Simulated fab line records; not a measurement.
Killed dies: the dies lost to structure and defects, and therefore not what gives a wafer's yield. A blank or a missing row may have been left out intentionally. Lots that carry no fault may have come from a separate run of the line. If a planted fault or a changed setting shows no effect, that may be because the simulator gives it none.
What tool caused it? || flow gf180mcu || 72 wafers from 24 lots sampled at 5 of the route's 602 steps

## WHAT THE GAUGES READ, wafer by wafer
GF_HV_LDD_THK_MEAS_55.
{"lot": "L074", "measured": "day 12 06:04", "on": "film metro-01", "HV_LDD_CVD_54_THK (nm)": "10.15 10.09 10.06"}
{"lot": "L075", "measured": "day 13 01:16", "on": "film metro-04", "HV_LDD_CVD_54_THK (nm)": "10.26 10.32 10.25"}
{"lot": "L076", "measured": "day 13 04:24", "on": "film metro-02", "HV_LDD_CVD_54_THK (nm)": "10.11 10.29 10.29"}
{"lot": "L077", "measured": "day 13 07:28", "on": "film metro-01", "HV_LDD_CVD_54_THK (nm)": "10.30 10.36 10.25"}
{"lot": "L078", "measured": "day 13 23:16", "on": "film metro-02", "HV_LDD_CVD_54_THK (nm)": "10.01 10.03 10.00"}
{"lot": "L080", "measured": "day 14 10:44", "on": "film metro-04", "HV_LDD_CVD_54_THK (nm)": "10.25 10.11 10.18"}
{"lot": "L079", "measured": "day 14 11:46", "on": "film metro-02", "HV_LDD_CVD_54_THK (nm)": "10.28 10.32 10.34"}
{"lot": "L081", "measured": "day 14 20:55", "on": "film metro-04", "HV_LDD_CVD_54_THK (nm)": "10.45 10.26 10.42"}
{"lot": "L082", "measured": "day 15 03:56", "on": "film metro-04", "HV_LDD_CVD_54_THK (nm)": "9.99 10.16 10.25"}
{"lot": "L083", "measured": "day 15 14:22", "on": "film metro-02", "HV_LDD_CVD_54_THK (nm)": "10.02 10.02 10.11"}
{"lot": "L084", "measured": "day 15 19:50", "on": "film metro-02", "HV_LDD_CVD_54_THK (nm)": "10.25 10.31 10.34"}
{"lot": "L085", "measured": "day 16 04:49", "on": "film metro-04", "HV_LDD_CVD_54_THK (nm)": "10.02 10.04 10.11"}
{"lot": "L086", "measured": "day 16 12:25", "on": "film metro-01", "HV_LDD_CVD_54_THK (nm)": "9.96 9.99 10.06"}
{"lot": "L087", "measured": "day 16 19:44", "on": "film metro-04", "HV_LDD_CVD_54_THK (nm)": "10.00 9.99 10.05"}
{"lot": "L088", "measured": "day 17 02:16", "on": "film metro-01", "HV_LDD_CVD_54_THK (nm)": "10.06 10.06 10.10"}
{"lot": "L089", "measured": "day 17 08:28", "on": "film metro-01", "HV_LDD_CVD_54_THK (nm)": "9.66 9.84 9.86"}
{"lot": "L090", "measured": "day 17 16:47", "on": "film metro-02", "HV_LDD_CVD_54_THK (nm)": "9.97 9.92 9.90"}
{"lot": "L091", "measured": "day 18 01:50", "on": "film metro-04", "HV_LDD_CVD_54_THK (nm)": "10.27 10.02 10.24"}
{"lot": "L092", "measured": "day 18 14:00", "on": "film metro-04", "HV_LDD_CVD_54_THK (nm)": "9.97 9.96 9.95"}
{"lot": "L093", "measured": "day 18 18:23", "on": "film metro-04", "HV_LDD_CVD_54_THK (nm)": "9.88 9.79 9.81"}
{"lot": "L094", "measured": "day 19 01:40", "on": "film metro-04", "HV_LDD_CVD_54_THK (nm)": "9.99 9.96 9.82"}
{"lot": "L095", "measured": "day 19 11:11", "on": "film metro-02", "HV_LDD_CVD_54_THK (nm)": "9.86 9.80 9.84"}
{"lot": "L096", "measured": "day 19 19:06", "on": "film metro-01", "HV_LDD_CVD_54_THK (nm)": "9.89 9.95 9.87"}
{"lot": "L097", "measured": "day 20 03:23", "on": "film metro-02", "HV_LDD_CVD_54_THK (nm)": "9.90 9.86 10.08"}

GF_CONTACT_RS_MEAS_25: measurement is done with a four-point probe.
{"lot": "L074", "measured": "day 15 22:55", "on": "film metro-02", "CONTACT_W_RS (ohm/sq)": "0.382 0.385 0.372"}
{"lot": "L075", "measured": "day 16 19:29", "on": "film metro-02", "CONTACT_W_RS (ohm/sq)": "0.376 0.386 0.386"}
{"lot": "L076", "measured": "day 16 22:20", "on": "film metro-01", "CONTACT_W_RS (ohm/sq)": "0.376 0.378 0.383"}
{"lot": "L077", "measured": "day 17 01:14", "on": "film metro-04", "CONTACT_W_RS (ohm/sq)": "0.373 0.375 0.372"}
{"lot": "L078", "measured": "day 17 20:06", "on": "film metro-04", "CONTACT_W_RS (ohm/sq)": "0.383 0.393 0.377"}
{"lot": "L080", "measured": "day 18 08:44", "on": "film metro-04", "CONTACT_W_RS (ohm/sq)": "0.373 0.374 0.371"}
{"lot": "L079", "measured": "day 18 10:46", "on": "film metro-04", "CONTACT_W_RS (ohm/sq)": "0.378 0.377 0.379"}
{"lot": "L081", "measured": "day 18 18:58", "on": "film metro-02", "CONTACT_W_RS (ohm/sq)": "0.377 0.379 0.380"}
{"lot": "L082", "measured": "day 19 05:07", "on": "film metro-02", "CONTACT_W_RS (ohm/sq)": "0.374 0.377 0.381"}
{"lot": "L083", "measured": "day 19 17:10", "on": "film metro-02", "CONTACT_W_RS (ohm/sq)": "0.375 0.377 0.376"}
{"lot": "L084", "measured": "day 19 21:55", "on": "film metro-04", "CONTACT_W_RS (ohm/sq)": "0.381 0.375 0.380"}
{"lot": "L085", "measured": "day 20 08:01", "on": "film metro-01", "CONTACT_W_RS (ohm/sq)": "0.384 0.380 0.382"}
{"lot": "L086", "measured": "day 20 16:46", "on": "film metro-02", "CONTACT_W_RS (ohm/sq)": "0.387 0.388 0.391"}
{"lot": "L087", "measured": "day 21 00:28", "on": "film metro-02", "CONTACT_W_RS (ohm/sq)": "0.389 0.389 0.384"}
{"lot": "L088", "measured": "day 21 08:17", "on": "film metro-02", "CONTACT_W_RS (ohm/sq)": "0.378 0.385 0.392"}
{"lot": "L089", "measured": "day 21 14:31", "on": "film metro-04", "CONTACT_W_RS (ohm/sq)": "0.376 0.376 0.379"}
{"lot": "L090", "measured": "day 21 23:49", "on": "film metro-04", "CONTACT_W_RS (ohm/sq)": "0.387 0.380 0.376"}
{"lot": "L091", "measured": "day 22 07:08", "on": "film metro-04", "CONTACT_W_RS (ohm/sq)": "0.381 0.379 0.376"}
{"lot": "L092", "measured": "day 22 19:04", "on": "film metro-01", "CONTACT_W_RS (ohm/sq)": "0.378 0.377 0.376"}
{"lot": "L093", "measured": "day 23 00:13", "on": "film metro-04", "CONTACT_W_RS (ohm/sq)": "0.378 0.386 0.379"}
{"lot": "L094", "measured": "day 23 06:17", "on": "film metro-01", "CONTACT_W_RS (ohm/sq)": "0.376 0.379 0.373"}
{"lot": "L095", "measured": "day 23 14:04", "on": "film metro-02", "CONTACT_W_RS (ohm/sq)": "0.386 0.385 0.380"}
{"lot": "L096", "measured": "day 23 21:59", "on": "film metro-01", "CONTACT_W_RS (ohm/sq)": "0.387 0.374 0.392"}
{"lot": "L097", "measured": "day 24 05:38", "on": "film metro-04", "CONTACT_W_RS (ohm/sq)": "0.384 0.386 0.380"}

GF_V2_BOW_MEAS_05.
{"lot": "L074", "measured": "day 19 02:00", "on": "film metro-02", "V2_BOW (um)": "103 84 111"}
{"lot": "L075", "measured": "day 19 23:39", "on": "film metro-04", "V2_BOW (um)": "113 101 110"}
{"lot": "L076", "measured": "day 20 03:25", "on": "film metro-04", "V2_BOW (um)": "93 106 97"}
{"lot": "L077", "measured": "day 20 06:14", "on": "film metro-02", "V2_BOW (um)": "96 92 97"}
{"lot": "L078", "measured": "day 21 02:16", "on": "film metro-02", "V2_BOW (um)": "101 109 102"}
{"lot": "L080", "measured": "day 21 14:41", "on": "film metro-02", "V2_BOW (um)": "114 105 101"}
{"lot": "L079", "measured": "day 21 17:44", "on": "film metro-04", "V2_BOW (um)": "95 93 96"}
{"lot": "L081", "measured": "day 22 01:31", "on": "film metro-04", "V2_BOW (um)": "100 95 96"}
{"lot": "L082", "measured": "day 22 10:43", "on": "film metro-02", "V2_BOW (um)": "104 104 101"}
{"lot": "L083", "measured": "day 22 22:31", "on": "film metro-04", "V2_BOW (um)": "89 101 83"}
{"lot": "L084", "measured": "day 23 03:32", "on": "film metro-04", "V2_BOW (um)": "83 95 94"}
{"lot": "L085", "measured": "day 23 13:05", "on": "film metro-02", "V2_BOW (um)": "93 102 98"}
{"lot": "L086", "measured": "day 23 21:17", "on": "film metro-04", "V2_BOW (um)": "97 107 106"}
{"lot": "L087", "measured": "day 24 03:29", "on": "film metro-01", "V2_BOW (um)": "93 111 95"}
{"lot": "L088", "measured": "day 24 10:35", "on": "film metro-04", "V2_BOW (um)": "104 95 97"}
{"lot": "L089", "measured": "day 24 15:11", "on": "film metro-04", "V2_BOW (um)": "92 97 95"}
{"lot": "L090", "measured": "day 25 00:38", "on": "film metro-04", "V2_BOW (um)": "101 94 99"}
{"lot": "L091", "measured": "day 25 07:59", "on": "film metro-04", "V2_BOW (um)": "87 94 94"}
{"lot": "L092", "measured": "day 25 18:46", "on": "film metro-02", "V2_BOW (um)": "116 95 103"}
{"lot": "L093", "measured": "day 25 23:19", "on": "film metro-04", "V2_BOW (um)": "109 101 102"}
{"lot": "L094", "measured": "day 26 05:08", "on": "film metro-02", "V2_BOW (um)": "96 101 97"}
{"lot": "L095", "measured": "day 26 12:45", "on": "film metro-02", "V2_BOW (um)": "101 104 110"}
{"lot": "L096", "measured": "day 26 18:56", "on": "film metro-04", "V2_BOW (um)": "101 101 103"}
{"lot": "L097", "measured": "day 27 02:44", "on": "film metro-04", "V2_BOW (um)": "86 91 91"}

## EACH LOT AND THE TOOL THAT RAN IT (in order: tool; ch and the chambers of the sampled wafers; start)
{"lot": "L074", "GF_NSD_STRIP_11": "plasma asher-04 ch 0, day 13 04:56", "GF_M2_METAL_ETCH_16": "rie metal-04 ch 0,1, day 19 00:44"}
{"lot": "L075", "GF_NSD_STRIP_11": "plasma asher-04 ch 0,1, day 13 23:11", "GF_M2_METAL_ETCH_16": "rie metal-02 ch 0,1, day 19 22:22"}
{"lot": "L076", "GF_NSD_STRIP_11": "plasma asher-04 ch 0,1, day 14 02:50", "GF_M2_METAL_ETCH_16": "rie metal-04 ch 1, day 20 02:05"}
{"lot": "L077", "GF_NSD_STRIP_11": "plasma asher-02 ch 0,1, day 14 05:44", "GF_M2_METAL_ETCH_16": "rie metal-04 ch 1, day 20 04:56"}
{"lot": "L078", "GF_NSD_STRIP_11": "plasma asher-02 ch 0, day 14 21:32", "GF_M2_METAL_ETCH_16": "rie metal-02 ch 0,1, day 21 01:02"}
{"lot": "L080", "GF_NSD_STRIP_11": "plasma asher-02 ch 0,1, day 15 10:22", "GF_M2_METAL_ETCH_16": "rie metal-02 ch 0,1, day 21 13:28"}
{"lot": "L079", "GF_NSD_STRIP_11": "plasma asher-04 ch 0,1, day 15 12:29", "GF_M2_METAL_ETCH_16": "rie metal-02 ch 0,1, day 21 16:31"}
{"lot": "L081", "GF_NSD_STRIP_11": "plasma asher-03 ch 0,1, day 15 19:47", "GF_M2_METAL_ETCH_16": "rie metal-04 ch 0,1, day 22 00:17"}
{"lot": "L082", "GF_NSD_STRIP_11": "plasma asher-03 ch 0,1, day 16 03:05", "GF_M2_METAL_ETCH_16": "rie metal-01 ch 0,1, day 22 09:28"}
{"lot": "L083", "GF_NSD_STRIP_11": "plasma asher-02 ch 0,1, day 16 14:22", "GF_M2_METAL_ETCH_16": "rie metal-02 ch 0,1, day 22 20:59"}
{"lot": "L084", "GF_NSD_STRIP_11": "plasma asher-03 ch 0,1, day 16 20:04", "GF_M2_METAL_ETCH_16": "rie metal-04 ch 0,1, day 23 02:19"}
{"lot": "L085", "GF_NSD_STRIP_11": "plasma asher-02 ch 0,1, day 17 05:02", "GF_M2_METAL_ETCH_16": "rie metal-01 ch 0,1, day 23 11:50"}
{"lot": "L086", "GF_NSD_STRIP_11": "plasma asher-02 ch 0,1, day 17 13:40", "GF_M2_METAL_ETCH_16": "rie metal-04 ch 1, day 23 19:56"}
{"lot": "L087", "GF_NSD_STRIP_11": "plasma asher-03 ch 0,1, day 17 20:50", "GF_M2_METAL_ETCH_16": "rie metal-04 ch 1, day 24 02:08"}
{"lot": "L088", "GF_NSD_STRIP_11": "plasma asher-03 ch 0,1, day 18 04:11", "GF_M2_METAL_ETCH_16": "rie metal-01 ch 1, day 24 09:14"}
{"lot": "L089", "GF_NSD_STRIP_11": "plasma asher-04 ch 0,1, day 18 10:40", "GF_M2_METAL_ETCH_16": "rie metal-02 ch 0,1, day 24 13:56"}
{"lot": "L090", "GF_NSD_STRIP_11": "plasma asher-04 ch 0,1, day 18 18:52", "GF_M2_METAL_ETCH_16": "rie metal-01 ch 0,1, day 24 23:25"}
{"lot": "L091", "GF_NSD_STRIP_11": "plasma asher-04 ch 0,1, day 19 03:47", "GF_M2_METAL_ETCH_16": "rie metal-02 ch 1, day 25 06:38"}
{"lot": "L092", "GF_NSD_STRIP_11": "plasma asher-02 ch 0,1, day 19 16:11", "GF_M2_METAL_ETCH_16": "rie metal-01 ch 0,1, day 25 17:33"}
{"lot": "L093", "GF_NSD_STRIP_11": "plasma asher-02 ch 0,1, day 19 21:01", "GF_M2_METAL_ETCH_16": "rie metal-02 ch 0, day 25 21:59"}
{"lot": "L094", "GF_NSD_STRIP_11": "plasma asher-02 ch 0,1, day 20 03:50", "GF_M2_METAL_ETCH_16": "rie metal-04 ch 0,1, day 26 03:53"}
{"lot": "L095", "GF_NSD_STRIP_11": "plasma asher-04 ch 0,1, day 20 13:20", "GF_M2_METAL_ETCH_16": "rie metal-01 ch 0,1, day 26 11:26"}
{"lot": "L096", "GF_NSD_STRIP_11": "plasma asher-02 ch 0,1, day 20 21:25", "GF_M2_METAL_ETCH_16": "rie metal-01 ch 0,1, day 26 17:41"}
{"lot": "L097", "GF_NSD_STRIP_11": "plasma asher-02 ch 0,1, day 21 05:46", "GF_M2_METAL_ETCH_16": "rie metal-01 ch 0,1, day 27 01:29"}
- GF_NSD_STRIP_11: strips in O2/N2.
- GF_M2_METAL_ETCH_16: etches the open film in Cl2/BCl3, stops on SiO2, target depth 750.8 nm, time 125.1 s.

## AS READ BY THE TOOLS THEMSELVES (means over the sampled wafers that have a number; for cases with no such wafer, the mark the record gives instead)
GF_NSD_STRIP_11.
{"lot": "L074", "tool": "plasma asher-04", "drypump motor current A (A)": 5.95, "heater power w (W)": 322, "oes product au (a.u.)": 0.489, "strip time to endpoint s (s)": 22.91}
{"lot": "L075", "tool": "plasma asher-04", "drypump motor current A (A)": 5.85, "heater power w (W)": 330, "oes product au (a.u.)": 0.488, "strip time to endpoint s (s)": 22.99}
{"lot": "L076", "tool": "plasma asher-04", "drypump motor current A (A)": 5.75, "heater power w (W)": 327, "oes product au (a.u.)": 0.488, "strip time to endpoint s (s)": 22.92}
{"lot": "L077", "tool": "plasma asher-02", "drypump motor current A (A)": 5.47, "heater power w (W)": 322, "oes product au (a.u.)": 0.484, "strip time to endpoint s (s)": 22.97}
{"lot": "L078", "tool": "plasma asher-02", "drypump motor current A (A)": 5.57, "heater power w (W)": 332, "oes product au (a.u.)": 0.487, "strip time to endpoint s (s)": 22.97}
{"lot": "L080", "tool": "plasma asher-02", "drypump motor current A (A)": 5.39, "heater power w (W)": 312, "oes product au (a.u.)": 0.486, "strip time to endpoint s (s)": 22.98}
{"lot": "L079", "tool": "plasma asher-04", "drypump motor current A (A)": 5.73, "heater power w (W)": 329, "oes product au (a.u.)": 0.490, "strip time to endpoint s (s)": 22.94}
{"lot": "L081", "tool": "plasma asher-03", "drypump motor current A (A)": 5.90, "heater power w (W)": 344, "oes product au (a.u.)": 0.488, "strip time to endpoint s (s)": 22.95}
{"lot": "L082", "tool": "plasma asher-03", "drypump motor current A (A)": 5.89, "heater power w (W)": 354, "oes product au (a.u.)": 0.494, "strip time to endpoint s (s)": 22.92}
{"lot": "L083", "tool": "plasma asher-02", "drypump motor current A (A)": 5.37, "heater power w (W)": 309, "oes product au (a.u.)": 0.482, "strip time to endpoint s (s)": 22.96}
{"lot": "L084", "tool": "plasma asher-03", "drypump motor current A (A)": 5.90, "heater power w (W)": 351, "oes product au (a.u.)": 0.486, "strip time to endpoint s (s)": 22.98}
{"lot": "L085", "tool": "plasma asher-02", "drypump motor current A (A)": 5.47, "heater power w (W)": 323, "oes product au (a.u.)": 0.489, "strip time to endpoint s (s)": 22.92}
{"lot": "L086", "tool": "plasma asher-02", "drypump motor current A (A)": 5.37, "heater power w (W)": 320, "oes product au (a.u.)": 0.487, "strip time to endpoint s (s)": 22.88}
{"lot": "L087", "tool": "plasma asher-03", "drypump motor current A (A)": 5.91, "heater power w (W)": 355, "oes product au (a.u.)": 0.491, "strip time to endpoint s (s)": 22.92}
{"lot": "L088", "tool": "plasma asher-03", "drypump motor current A (A)": 5.91, "heater power w (W)": 344, "oes product au (a.u.)": 0.485, "strip time to endpoint s (s)": 22.98}
{"lot": "L089", "tool": "plasma asher-04", "drypump motor current A (A)": 5.75, "heater power w (W)": 329, "oes product au (a.u.)": 0.493, "strip time to endpoint s (s)": 22.98}
{"lot": "L090", "tool": "plasma asher-04", "drypump motor current A (A)": 5.75, "heater power w (W)": 326, "oes product au (a.u.)": 0.489, "strip time to endpoint s (s)": 22.93}
{"lot": "L091", "tool": "plasma asher-04", "drypump motor current A (A)": 5.74, "heater power w (W)": 329, "oes product au (a.u.)": 0.482, "strip time to endpoint s (s)": 22.90}
{"lot": "L092", "tool": "plasma asher-02", "drypump motor current A (A)": 5.36, "heater power w (W)": 318, "oes product au (a.u.)": 0.483, "strip time to endpoint s (s)": 22.99}
{"lot": "L093", "tool": "plasma asher-02", "drypump motor current A (A)": 5.38, "heater power w (W)": 321, "oes product au (a.u.)": 0.489, "strip time to endpoint s (s)": 22.95}
{"lot": "L094", "tool": "plasma asher-02", "drypump motor current A (A)": 5.46, "heater power w (W)": 327, "oes product au (a.u.)": 0.486, "strip time to endpoint s (s)": 22.95}
{"lot": "L095", "tool": "plasma asher-04", "drypump motor current A (A)": 5.75, "heater power w (W)": 323, "oes product au (a.u.)": 0.478, "strip time to endpoint s (s)": 22.96}
{"lot": "L096", "tool": "plasma asher-02", "drypump motor current A (A)": 5.48, "heater power w (W)": 326, "oes product au (a.u.)": 0.488, "strip time to endpoint s (s)": 22.95}
{"lot": "L097", "tool": "plasma asher-02", "drypump motor current A (A)": 5.36, "heater power w (W)": 318, "oes product au (a.u.)": 0.486, "strip time to endpoint s (s)": 22.96}

GF_M2_METAL_ETCH_16.
{"lot": "L074", "tool": "rie metal-04", "drypump motor current A (A)": 5.9, "mfc cl2 sccm (sccm)": 79.96, "oes product au (a.u.)": 0.991, "throttle valve pct (%)": 28.229}
{"lot": "L075", "tool": "rie metal-02", "drypump motor current A (A)": 5.7, "mfc cl2 sccm (sccm)": 80.09, "oes product au (a.u.)": 0.993, "throttle valve pct (%)": 28.226}
{"lot": "L076", "tool": "rie metal-04", "drypump motor current A (A)": 6.0, "mfc cl2 sccm (sccm)": 80.02, "oes product au (a.u.)": 0.982, "throttle valve pct (%)": 28.233}
{"lot": "L077", "tool": "rie metal-04", "drypump motor current A (A)": 6.0, "mfc cl2 sccm (sccm)": 80.17, "oes product au (a.u.)": 0.983, "throttle valve pct (%)": 28.245}
{"lot": "L078", "tool": "rie metal-02", "drypump motor current A (A)": 6.2, "mfc cl2 sccm (sccm)": 80.07, "oes product au (a.u.)": 0.988, "throttle valve pct (%)": 28.225}
{"lot": "L080", "tool": "rie metal-02", "drypump motor current A (A)": 6.1, "mfc cl2 sccm (sccm)": 80.04, "oes product au (a.u.)": 0.986, "throttle valve pct (%)": 28.226}
{"lot": "L079", "tool": "rie metal-02", "drypump motor current A (A)": 5.7, "mfc cl2 sccm (sccm)": 80.23, "oes product au (a.u.)": 0.998, "throttle valve pct (%)": 28.219}
{"lot": "L081", "tool": "rie metal-04", "drypump motor current A (A)": 6.0, "mfc cl2 sccm (sccm)": 80.22, "oes product au (a.u.)": 0.984, "throttle valve pct (%)": 28.235}
{"lot": "L082", "tool": "rie metal-01", "drypump motor current A (A)": 5.5, "mfc cl2 sccm (sccm)": 79.87, "oes product au (a.u.)": 0.984, "throttle valve pct (%)": 28.236}
{"lot": "L083", "tool": "rie metal-02", "drypump motor current A (A)": 5.6, "mfc cl2 sccm (sccm)": 80.07, "oes product au (a.u.)": 0.994, "throttle valve pct (%)": 28.232}
{"lot": "L084", "tool": "rie metal-04", "drypump motor current A (A)": 5.9, "mfc cl2 sccm (sccm)": 80.17, "oes product au (a.u.)": 0.988, "throttle valve pct (%)": 28.235}
{"lot": "L085", "tool": "rie metal-01", "drypump motor current A (A)": 5.5, "mfc cl2 sccm (sccm)": 80.02, "oes product au (a.u.)": 0.985, "throttle valve pct (%)": 28.232}
{"lot": "L086", "tool": "rie metal-04", "drypump motor current A (A)": 6.0, "mfc cl2 sccm (sccm)": 79.96, "oes product au (a.u.)": 0.991, "throttle valve pct (%)": 28.227}
{"lot": "L087", "tool": "rie metal-04", "drypump motor current A (A)": 6.0, "mfc cl2 sccm (sccm)": 79.83, "oes product au (a.u.)": 0.984, "throttle valve pct (%)": 28.226}
{"lot": "L088", "tool": "rie metal-01", "drypump motor current A (A)": 5.4, "mfc cl2 sccm (sccm)": 80.00, "oes product au (a.u.)": 0.988, "throttle valve pct (%)": 28.234}
{"lot": "L089", "tool": "rie metal-02", "drypump motor current A (A)": 6.1, "mfc cl2 sccm (sccm)": 79.89, "oes product au (a.u.)": 0.993, "throttle valve pct (%)": 28.231}
{"lot": "L090", "tool": "rie metal-01", "drypump motor current A (A)": 5.6, "mfc cl2 sccm (sccm)": 80.01, "oes product au (a.u.)": 0.977, "throttle valve pct (%)": 28.236}
{"lot": "L091", "tool": "rie metal-02", "drypump motor current A (A)": 5.1, "mfc cl2 sccm (sccm)": 80.10, "oes product au (a.u.)": 1.002, "throttle valve pct (%)": 28.226}
{"lot": "L092", "tool": "rie metal-01", "drypump motor current A (A)": 5.5, "mfc cl2 sccm (sccm)": 79.83, "oes product au (a.u.)": 0.978, "throttle valve pct (%)": 28.237}
{"lot": "L093", "tool": "rie metal-02", "drypump motor current A (A)": 6.6, "mfc cl2 sccm (sccm)": 80.16, "oes product au (a.u.)": 0.990, "throttle valve pct (%)": 28.224}
{"lot": "L094", "tool": "rie metal-04", "drypump motor current A (A)": 6.0, "mfc cl2 sccm (sccm)": 79.97, "oes product au (a.u.)": 0.995, "throttle valve pct (%)": 28.222}
{"lot": "L095", "tool": "rie metal-01", "drypump motor current A (A)": 5.6, "mfc cl2 sccm (sccm)": 80.12, "oes product au (a.u.)": 0.978, "throttle valve pct (%)": 28.245}
{"lot": "L096", "tool": "rie metal-01", "drypump motor current A (A)": 5.6, "mfc cl2 sccm (sccm)": 79.95, "oes product au (a.u.)": 0.977, "throttle valve pct (%)": 28.249}
{"lot": "L097", "tool": "rie metal-01", "drypump motor current A (A)": 5.5, "mfc cl2 sccm (sccm)": 79.99, "oes product au (a.u.)": 0.989, "throttle valve pct (%)": 28.241}

## THE ANSWER, worked out from the rows above alone
Rule: the usual values come from the lots themselves. Put in order of their means at a reading, lots are off if they are a third of the lots or fewer, leave a main group of 4 or more, and stand apart from it by a gap of 3 or more times the standard deviation of the main group's means; of several such gaps the widest counts. A main group is skipped when, at the precision printed for the reading in the tables above, its means are all equal. Also off: a lot with no number at a reading for which 4 or more lots have one. Any other lot the step has rows for is counted as sound. After the gauges, taken in route order, come the tools' own readings; for these a lot's mean is taken, as printed above. The first step at which some lot is off is used, and at that step the reading that is off furthest; a lot without a number counts as furthest.
Across all readings shown, no lot is off: no conclusion can be drawn from this.

## WHAT THE SIMULATOR HAD PUT IN
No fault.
